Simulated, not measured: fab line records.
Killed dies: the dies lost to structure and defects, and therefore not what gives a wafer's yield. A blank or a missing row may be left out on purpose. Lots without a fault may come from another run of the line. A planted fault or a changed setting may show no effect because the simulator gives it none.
What tool caused it?    flow gf180mcu    42 wafers from 14 lots sampled at 3 of the route's 602 steps

## WHAT THE GAUGES SHOWED, per wafer
GF_STI_BOW_MEAS_00.
lot   measured     on             INCOMING_BOW (um)
L703  day 1 15:01  film-metro-03  -1 -11 8
L704  day 1 20:00  film-metro-03  -2 7 -9
L705  day 2 01:00  film-metro-03  9 10 -6
L706  day 2 06:01  film-metro-04  0 1 2
L708  day 2 16:00  film-metro-01  2 0 -3
L709  day 2 21:00  film-metro-01  6 6 -1
L710  day 3 02:00  film-metro-03  -4 0 15
L712  day 3 12:00  film-metro-01  -8 1 6
L713  day 3 17:01  film-metro-04  -4 9 -8
L714  day 3 22:01  film-metro-04  -14 -9 0
L715  day 4 03:02  film-metro-04  0 -4 8
L716  day 4 08:00  film-metro-03  -1 2 1
L717  day 4 13:04  film-metro-04  0 -9 0
L725  day 6 05:00  film-metro-01  3 11 0

GF_SALICIDE_THK_MEAS_05: measures by xrf.
lot   measured      on             SALICIDE_TIN_THK (nm)
L703  day 15 17:20  film-metro-03  20.67 20.46 20.75
L704  day 16 06:16  film-metro-03  19.94 19.86 19.98
L705  day 16 20:02  film-metro-03  19.95 20.05 20.24
L706  day 16 22:10  film-metro-03  20.04 20.03 20.23
L708  day 17 23:40  film-metro-03  20.58 20.17 20.46
L709  day 18 03:45  film-metro-03  20.46 20.09 20.15
L710  day 18 05:28  film-metro-03  20.11 20.00 20.02
L712  day 19 02:27  film-metro-01  20.66 20.31 20.71
L713  day 19 09:47  film-metro-03  19.92 19.74 19.99
L714  day 19 21:26  film-metro-03  19.86 20.11 19.87
L715  day 20 08:08  film-metro-02  20.06 20.30 19.88
L716  day 20 17:28  film-metro-01  19.99 20.31 20.18
L717  day 21 00:43  film-metro-01  19.90 20.42 20.38
L725  day 23 21:26  film-metro-01  20.27 20.36 20.64

## WHICH TOOL RAN EACH LOT (tool, then ch and the chambers of the sampled wafers, then the start)
lot   GF_DUAL_GATE_OXIDATION_02
L703  furnace-01 ch 0, day 7 22:31
L704  furnace-02 ch 0, day 8 09:43
L705  furnace-01 ch 0, day 8 19:28
L706  furnace-01 ch 0, day 8 21:13
L708  furnace-01 ch 0, day 9 18:16
L709  furnace-01 ch 0, day 9 18:16
L710  furnace-01 ch 0, day 9 21:07
L712  furnace-01 ch 0, day 10 11:32
L713  furnace-01 ch 0, day 10 21:14
L714  furnace-02 ch 0, day 11 05:06
L715  furnace-01 ch 0, day 11 11:59
L716  furnace-01 ch 0, day 11 18:00
L717  furnace-01 ch 0, day 11 23:06
L725  furnace-01 ch 0, day 14 13:22
- GF_DUAL_GATE_OXIDATION_02: stabilise 600 s, purge 300 s, target thk 10.887 nm.

## AS READ BY THE TOOLS THEMSELVES (means over the sampled wafers that have a number; for cases with no such wafer, the mark the record gives instead)
GF_DUAL_GATE_OXIDATION_02.
lot   tool        spike-tc-centre-C (C)  tube-center-temp-C (C)  tube_center_temp_C_max  zone-power-bottom-pct (%)  zone-power-lower-pct (%)
L703  furnace-01  900.3                  899.98                  902.6                   28.0                       19.1
L704  furnace-02  901.8                  899.99                  902.3                   28.0                       17.3
L705  furnace-01  900.5                  900.06                  901.9                   28.2                       19.1
L706  furnace-01  900.1                  899.97                  902.3                   27.8                       19.2
L708  furnace-01  901.0                  899.97                  902.0                   27.9                       19.4
L709  furnace-01  900.3                  899.96                  902.5                   28.0                       19.2
L710  furnace-01  899.5                  900.02                  901.8                   27.7                       19.1
L712  furnace-01  899.4                  900.07                  902.5                   28.0                       19.2
L713  furnace-01  900.6                  900.02                  902.0                   28.1                       19.1
L714  furnace-02  901.5                  900.00                  902.0                   27.7                       17.3
L715  furnace-01  899.2                  898.18                  900.8                   27.8                       19.0
L716  furnace-01  898.5                  898.09                  900.3                   28.0                       19.1
L717  furnace-01  898.5                  898.06                  900.6                   27.7                       19.4
L725  furnace-01  900.3                  900.05                  902.1                   28.0                       19.2

## THE ANSWER, worked out from the rows above alone
Rule: the lots themselves supply what counts as usual. Put in order of their means at a reading, lots are off if they are a third of the lots or fewer, leave a main group of 4 or more, and stand apart from it by a gap of 3 or more times the standard deviation of the main group's means; of several such gaps the widest counts. A main group is skipped when, at the precision printed for the reading in the tables above, its means are all equal. Also off: a lot with no number at a reading for which 4 or more lots have one. The other lots that the step has rows for count as sound. The gauges are gone through in route order, then the tools' own readings, and for those a lot's mean is taken as printed above. At the first step where some lot is off, the reading lying furthest off is the one used; lots without a number count as furthest.
Off: L715, L716, L717 (GF_DUAL_GATE_OXIDATION_02, tube-center-temp-C). Main group: mean 900.01 C, sd 0.037.
If a tool, at that step or one of the process steps before it, ran each lot that is off and ran no sound lot following the first of them, it fits. Of those tried, none fits.

## WHAT WAS PUT IN BY THE SIMULATOR
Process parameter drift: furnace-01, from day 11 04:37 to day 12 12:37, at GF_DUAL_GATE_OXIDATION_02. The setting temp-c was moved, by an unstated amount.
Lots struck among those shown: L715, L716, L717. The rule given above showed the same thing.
